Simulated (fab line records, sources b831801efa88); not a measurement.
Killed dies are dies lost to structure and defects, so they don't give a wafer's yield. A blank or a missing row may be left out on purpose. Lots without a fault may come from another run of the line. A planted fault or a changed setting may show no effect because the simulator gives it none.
Which tool did it? | flow gf180mcu | 12 lots, 36 wafers sampled, at 5 steps of a route of 602

WHAT THE GAUGES READ, wafer by wafer
GF_LVPWELL_OVL_MEAS_07. Usual: LVPWELL_OVL 0.1 nm, standard deviation 1.4.
lot  | measured    | on         | LVPWELL_OVL (nm)     | flag
L484 | day 3 20:25 | overlay-02 | 0.4 -2.4 -1.6        |
L485 | day 4 00:55 | overlay-02 | 2.7 1.2 1.9          |
L486 | day 4 09:02 | overlay-01 | 1.6 1.4 2.2          |
L487 | day 4 22:03 | overlay-02 | 0.2 0.8 -0.7         |
L488 | day 4 23:30 | overlay-01 | -0.8 0.5 -0.6        |
L494 | day 6 06:11 | overlay-01 | -169.2 -169.8 -168.2 | OFF
L496 | day 6 16:46 | overlay-01 | -167.7 -167.8 -168.6 | OFF
L502 | day 8 02:41 | overlay-02 | -0.5 0.0 0.7         |
L503 | day 8 10:27 | overlay-02 | -1.6 0.4 -0.6        |
L504 | day 8 14:01 | overlay-01 | -0.7 -2.3 -2.6       |
L505 | day 8 18:09 | overlay-02 | 0.4 1.6 0.2          |
L507 | day 9 06:22 | overlay-02 | 4.6 0.5 0.7          |

GF_M3_RS_MEAS_05: measures by four-point-probe. Usual: M3_ALCU_RS 0.0690 ohm/sq, standard deviation 0.00076.
lot  | measured     | on            | M3_ALCU_RS (ohm/sq)  | flag
L484 | day 20 05:13 | film_metro-01 | 0.0693 0.0697 0.0694 |
L485 | day 20 08:20 | film_metro-01 | 0.0685 0.0685 0.0694 |
L486 | day 21 04:47 | film_metro-02 | 0.0690 0.0692 0.0692 |
L487 | day 21 21:20 | film_metro-03 | 0.0687 0.0688 0.0675 |
L488 | day 22 02:01 | film_metro-02 | 0.0700 0.0685 0.0684 |
L494 | day 24 05:26 | film_metro-03 | 0.0695 0.0687 0.0678 |
L496 | day 24 19:06 | film_metro-02 | 0.0697 0.0691 0.0710 |
L502 | day 26 14:44 | film_metro-03 | 0.0708 0.0680 0.0685 |
L503 | day 26 22:58 | film_metro-02 | 0.0693 0.0697 0.0693 |
L504 | day 27 02:55 | film_metro-03 | 0.0686 0.0703 0.0698 |
L505 | day 27 14:26 | film_metro-02 | 0.0684 0.0696 0.0704 |
L507 | day 28 06:45 | film_metro-01 | 0.0689 0.0694 0.0695 |

WHICH TOOL RAN EACH LOT (tool, then ch and the chambers of the sampled wafers, then the start)
lot  | GF_LVPWELL_EXPOSE_04               | GF_M2_SPUTTER_02             | GF_V2_STRIP_18
L484 | iline_stepper-02 ch 0, day 3 14:01 | pvd_sputter-02, day 18 01:45 | plasma_asher-01 ch 0,1, day 20 03:46
L485 | iline_stepper-01 ch 0, day 3 17:54 | pvd_sputter-01, day 18 04:38 | plasma_asher-01 ch 0,1, day 20 06:50
L486 | iline_stepper-02 ch 0, day 4 02:20 | pvd_sputter-02, day 19 01:06 | plasma_asher-03 ch 0,1, day 21 03:20
L487 | iline_stepper-02 ch 0, day 4 15:22 | pvd_sputter-02, day 19 18:20 | plasma_asher-01 ch 0,1, day 21 19:45
L488 | iline_stepper-01 ch 0, day 4 16:44 | pvd_sputter-01, day 19 22:41 | plasma_asher-02 ch 0,1, day 22 00:27
L494 | iline_stepper-01 ch 0, day 5 23:16 | pvd_sputter-03, day 22 05:53 | plasma_asher-02 ch 0,1, day 24 03:57
L496 | iline_stepper-01 ch 0, day 6 09:26 | pvd_sputter-01, day 22 16:22 | plasma_asher-03 ch 0,1, day 24 17:38
L502 | iline_stepper-02 ch 0, day 7 18:23 | pvd_sputter-03, day 24 17:02 | plasma_asher-03 ch 0,1, day 26 13:15
L503 | iline_stepper-02 ch 0, day 8 02:29 | pvd_sputter-01, day 25 01:32 | plasma_asher-02 ch 0,1, day 26 21:23
L504 | iline_stepper-02 ch 0, day 8 06:29 | pvd_sputter-02, day 25 06:40 | plasma_asher-03 ch 0,1, day 27 01:25
L505 | iline_stepper-02 ch 0, day 8 10:07 | pvd_sputter-01, day 25 18:32 | plasma_asher-03 ch 0,1, day 27 12:38
L507 | iline_stepper-02 ch 0, day 8 21:59 | pvd_sputter-02, day 26 12:31 | plasma_asher-01 ch 0,1, day 28 05:15
- GF_LVPWELL_EXPOSE_04: exposes mask LVPWELL, target cd 600 nm.
- GF_M2_SPUTTER_02: material AlCu, target thk 450 nm, time 23.9 s.
- GF_V2_STRIP_18: strips in O2/N2.

WHAT THE TOOLS THEMSELVES READ (means of the sampled wafers that have a number; where no wafer has one, the mark that the record gives instead)
GF_M2_SPUTTER_02. Usual: throttle_valve_pct 30.1 %, standard deviation 0.83.
lot  | tool           | throttle_valve_pct (%) | flag
L484 | pvd_sputter-02 | 30.1                   |
L485 | pvd_sputter-01 | 29.7                   |
L486 | pvd_sputter-02 | 29.6                   |
L487 | pvd_sputter-02 | 29.9                   |
L488 | pvd_sputter-01 | 29.6                   |
L494 | pvd_sputter-03 | 30.6                   |
L496 | pvd_sputter-01 | 29.9                   |
L502 | pvd_sputter-03 | 30.7                   |
L503 | pvd_sputter-01 | 29.8                   |
L504 | pvd_sputter-02 | 29.5                   |
L505 | pvd_sputter-01 | 29.5                   |
L507 | pvd_sputter-02 | 30.1                   |

GF_V2_STRIP_18. Usual: drypump_motor_current_A 5.8 A, standard deviation 0.61; heater_power_w 308 W, standard deviation 24; oes_product_au 0.593 a.u., standard deviation 0.005.
lot  | tool            | drypump_motor_current_A (A) | heater_power_w (W) | oes_product_au (a.u.) | flag
L484 | plasma_asher-01 | 5.7                         | 333                | 0.591                 |
L485 | plasma_asher-01 | 5.8                         | 329                | 0.594                 |
L486 | plasma_asher-03 | 6.0                         | 296                | 0.592                 |
L487 | plasma_asher-01 | 5.6                         | 335                | 0.589                 |
L488 | plasma_asher-02 | 6.1                         | 305                | 0.591                 |
L494 | plasma_asher-02 | 6.2                         | 316                | 0.589                 |
L496 | plasma_asher-03 | 5.4                         | 288                | 0.596                 |
L502 | plasma_asher-03 | 5.9                         | 295                | 0.593                 |
L503 | plasma_asher-02 | 6.2                         | 314                | 0.593                 |
L504 | plasma_asher-03 | 5.4                         | 286                | 0.593                 |
L505 | plasma_asher-03 | 5.4                         | 285                | 0.593                 |
L507 | plasma_asher-01 | 5.7                         | 337                | 0.591                 |

THE ANSWER, worked out from the rows above alone
Rule: a lot is off if the mean of its wafers that have a number lies more than 3 standard deviations from the usual mean. A lot without any number at a reading at which 4 lots or more have one is off too. The other lots that the step has rows for count as sound. The gauges are gone through in route order, then the tools' own readings, and for those a lot's mean is taken as printed above. The first step at which some lot is off is used, and at that step the reading that is off furthest; a lot without a number counts as furthest.
Off: L494, L496, at GF_LVPWELL_OVL_MEAS_07 (LVPWELL_OVL).
A tool fits if, at a process step before that reading, it ran every lot that is off, and no sound lot after the first of them. The gauges at GF_LVPWELL_OVL_MEAS_07 are tried like those tools. One fits: iline_stepper-01 at GF_LVPWELL_EXPOSE_04. Its last sound lot is L488 (day 4 16:44), its first lot that is off L494 (day 5 23:16): a fault that began between those two fits.

WHAT THE SIMULATOR HAD PUT IN
Scanner matching overlay: iline_stepper-01, from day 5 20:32 on, at GF_LVPWELL_EXPOSE_04. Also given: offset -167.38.
Lots struck among those shown: L494, L496. The rule above found the same.
